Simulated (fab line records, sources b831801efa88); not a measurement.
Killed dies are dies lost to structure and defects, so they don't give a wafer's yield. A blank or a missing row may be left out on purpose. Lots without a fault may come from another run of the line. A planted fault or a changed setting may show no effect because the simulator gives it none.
One fault seen from 2 desks | flow gf180mcu | each desk has only its own numbers; what lay behind them comes last

THE METROLOGY DESK
What the gauges read, lot by lot, whatever tool the lot ran on: means of the sampled wafers that have a number. A lot is out of limits, marked OUT, if its mean lies more than 4 standard deviations from the usual mean; the brackets give that distance.
Columns: A = V4_CVD_00_THK at GF_V4_THK_MEAS_01, usual 600 nm; B = cd_nm at GF_V4_CD_MEAS_14, usual 260.4 nm
lot  | first seen here | A   | B
L627 | day 24 05:29    | 591 | 259.1
L629 | day 24 17:45    | 600 | 260.3
L628 | day 24 19:55    | 605 | 259.3
L630 | day 25 03:53    | 600 | 261.9
L632 | day 25 15:24    | 593 | 259.6
L633 | day 26 05:31    | 605 | 262.9
L636 | day 26 19:28    | 603 | 260.8
L635 | day 26 22:07    | 601 | 260.0
L637 | day 27 07:13    | 593 | 259.1
L639 | day 28 02:43    | 598 | 259.8
L641 | day 28 15:06    | 607 | 260.3
L646 | day 29 10:53    | 596 | 259.8
L647 | day 29 18:25    | 592 | 261.3
L648 | day 30 03:07    | 605 | 259.3
This desk's finding: nothing out of limits on any of the 14 lots.

THE TOOL OWNER'S DESK: litho_track-04
The tool's own readings at GF_M5_PEB_05 (peb time 90 s): means of the sampled wafers that have a number, for each lot that ran on this tool. A lot is out of limits, marked OUT, if its mean lies more than 4 standard deviations from the usual mean; the brackets give that distance.
Columns: A = chill_plate_temp_C at GF_M5_PEB_05, usual 23.01 C; B = heater_power_total_W at GF_M5_PEB_05, usual 85.69 W
lot  | first seen here | A     | B
L630 | day 27 19:31    | 22.98 | 85.67
L632 | day 28 07:05    | 22.91 | 85.72
L637 | day 29 18:44    | 23.06 | 85.67
L646 | day 31 19:58    | 22.98 | 88.62 (+37) OUT
L648 | day 32 10:37    | 22.92 | 88.63 (+37) OUT
This desk's finding: out of limits on L646, L648; first on L646, day 31 19:58 (heater_power_total_W at GF_M5_PEB_05). In limits: L630, L632, L637.

PUT TOGETHER
The tool owner's desk could have raised an alarm at day 31 19:58, on L646, L648.
The metrology desk saw nothing out of limits.
The metrology desk has L646, L648 on record, within its limits.
Of the lots named, all ran GF_M5_PEB_05 on litho_track-04.

WHAT THE SIMULATOR HAD PUT IN
Process parameter drift: litho_track-04, from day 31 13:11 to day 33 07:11, at GF_M5_PEB_05. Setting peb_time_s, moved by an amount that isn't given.
Lots struck among those shown: L646, L648.
Hours from the fault's start to each desk's first reading out of limits: the tool owner's desk, 7.
